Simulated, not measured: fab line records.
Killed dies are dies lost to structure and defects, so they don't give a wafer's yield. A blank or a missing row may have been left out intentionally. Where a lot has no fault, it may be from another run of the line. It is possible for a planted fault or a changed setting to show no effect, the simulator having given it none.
Split-lot study / flow sky130 / route with 708 steps; 5 lots, 16 wafers read

SPLIT DETAILS
At SKY_METAL3_DEVELOP_12 (develop time 60 s), the setting develop time s was moved away from the recipe's 60 s on 7 of the 16 wafers read, by -46.1% to +48.7%. This setting was run at the recipe's value on the other wafers.

There is no step in the file separating the split from the reading.

THE READING
Shown in nm: cd nm at SKY_METAL3_CD_MEAS_13, with target cd 300 nm. Typical for fault-free wafers on this fab line: 300.8 nm, with standard deviation 1.4 nm.

wafer=L074.1; tool, chamber at the split=litho track-03, 0; develop time s as run, s=89.22; against the recipe=+48.7%; cd nm, nm=294.7; against lot-mates on the recipe=-6.0
wafer=L074.2; tool, chamber at the split=litho track-03, 0; develop time s as run, s=89.22; against the recipe=+48.7%; cd nm, nm=292.4; against lot-mates on the recipe=-8.3
wafer=L074.3; tool, chamber at the split=litho track-03, 0; develop time s as run, s=60; against the recipe=recipe; cd nm, nm=300.9; against lot-mates on the recipe=-
wafer=L074.4; tool, chamber at the split=litho track-03, 0; develop time s as run, s=89.22; against the recipe=+48.7%; cd nm, nm=292.8; against lot-mates on the recipe=-7.9
wafer=L074.5; tool, chamber at the split=litho track-03, 0; develop time s as run, s=60; against the recipe=recipe; cd nm, nm=300.3; against lot-mates on the recipe=-
wafer=L074.6; tool, chamber at the split=litho track-03, 0; develop time s as run, s=60; against the recipe=recipe; cd nm, nm=300.9; against lot-mates on the recipe=-
wafer=L076.1; tool, chamber at the split=litho track-04, 0; develop time s as run, s=60; against the recipe=recipe; cd nm, nm=302.7; against lot-mates on the recipe=-
wafer=L076.2; tool, chamber at the split=litho track-04, 0; develop time s as run, s=88.45; against the recipe=+47.4%; cd nm, nm=294.9; against lot-mates on the recipe=-7.8
wafer=L076.5; tool, chamber at the split=litho track-04, 0; develop time s as run, s=88.45; against the recipe=+47.4%; cd nm, nm=295.6; against lot-mates on the recipe=-7.1
wafer=L079.3; tool, chamber at the split=litho track-04, 0; develop time s as run, s=60; against the recipe=recipe; cd nm, nm=301.6; against lot-mates on the recipe=-
wafer=L082.3; tool, chamber at the split=litho track-04, 0; develop time s as run, s=60; against the recipe=recipe; cd nm, nm=302.6; against lot-mates on the recipe=-
wafer=L082.5; tool, chamber at the split=litho track-04, 0; develop time s as run, s=60; against the recipe=recipe; cd nm, nm=304.2; against lot-mates on the recipe=-
wafer=L082.6; tool, chamber at the split=litho track-04, 0; develop time s as run, s=60; against the recipe=recipe; cd nm, nm=303.9; against lot-mates on the recipe=-
wafer=L085.1; tool, chamber at the split=litho track-04, 0; develop time s as run, s=32.34; against the recipe=-46.1%; cd nm, nm=311.5; against lot-mates on the recipe=+13.4
wafer=L085.2; tool, chamber at the split=litho track-04, 0; develop time s as run, s=32.34; against the recipe=-46.1%; cd nm, nm=311.0; against lot-mates on the recipe=+12.9
wafer=L085.6; tool, chamber at the split=litho track-04, 0; develop time s as run, s=60; against the recipe=recipe; cd nm, nm=298.1; against lot-mates on the recipe=-

FIT RESULTS
A straight line over all 16 wafers: cd nm changes by -0.176 nm for each +1% of develop time s; r = -0.96; the points scatter about the line by 1.7 nm.
The same after taking each lot's own level away (the mean of its wafers on the recipe; 16 wafers): -0.2 nm for each +1%; r = -0.97; scatter 1.7 nm.
The reading moves by 9.8 nm for the largest change in develop time s, on that fit.
The span of the lots' own levels, 298.10 to 303.57 nm, comes to 3.9 times the standard deviation stated above.
Thus the slope moves with the lot-to-lot level: the two fits are different.
Check: with one of the wafers moved furthest among these (+48.7%) left out of the fit, the line predicts -9.09 nm for it against its lot-mates. Against them it came out at -6 nm.

THESE WAFERS: OTHER SPLITS
Note: prior to the reading, these wafers also went through further splits. Each is held against what the fit with the lots' levels taken away leaves over:
other split on the same wafers=SKY_METAL1_SPUTTER_02 time s; wafers away from the commonest value=6; r with cd nm (lot level and that fit taken away)=+0.51
other split on the same wafers=SKY_METAL2_SPUTTER_03 time s; wafers away from the commonest value=5; r with cd nm (lot level and that fit taken away)=-0.23
other split on the same wafers=SKY_VIA2_ETCH_14 time s; wafers away from the commonest value=5; r with cd nm (lot level and that fit taken away)=-0.04

THE WHOLE CHAIN: every reading that the file lists as answering this split, in the file's order
step=SKY_METAL3_CD_MEAS_13; what it does=target cd 300 nm; reading=cd nm; change (the file's fit)=-0.183 nm for each +1% of the setting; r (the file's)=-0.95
step=SKY_METAL3_DESCUM_15; what it does=chemistry O2, time 8 s; reading=METAL3.cd nm (the simulator's own value, which no gauge read); change (the file's fit)=-0.194 nm for each +1% of the setting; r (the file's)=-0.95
step=SKY_METAL3_ETCH_16; what it does=etches BARC in N2/H2, stops on SiO2, time 88.2 s, target depth 60 nm; reading=METAL3.cd nm (the simulator's own value, which no gauge read); change (the file's fit)=-0.183 nm for each +1% of the setting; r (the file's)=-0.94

FILE'S OWN FIT
cd nm changes by -0.183 nm for each +1% of develop time s, r = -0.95.
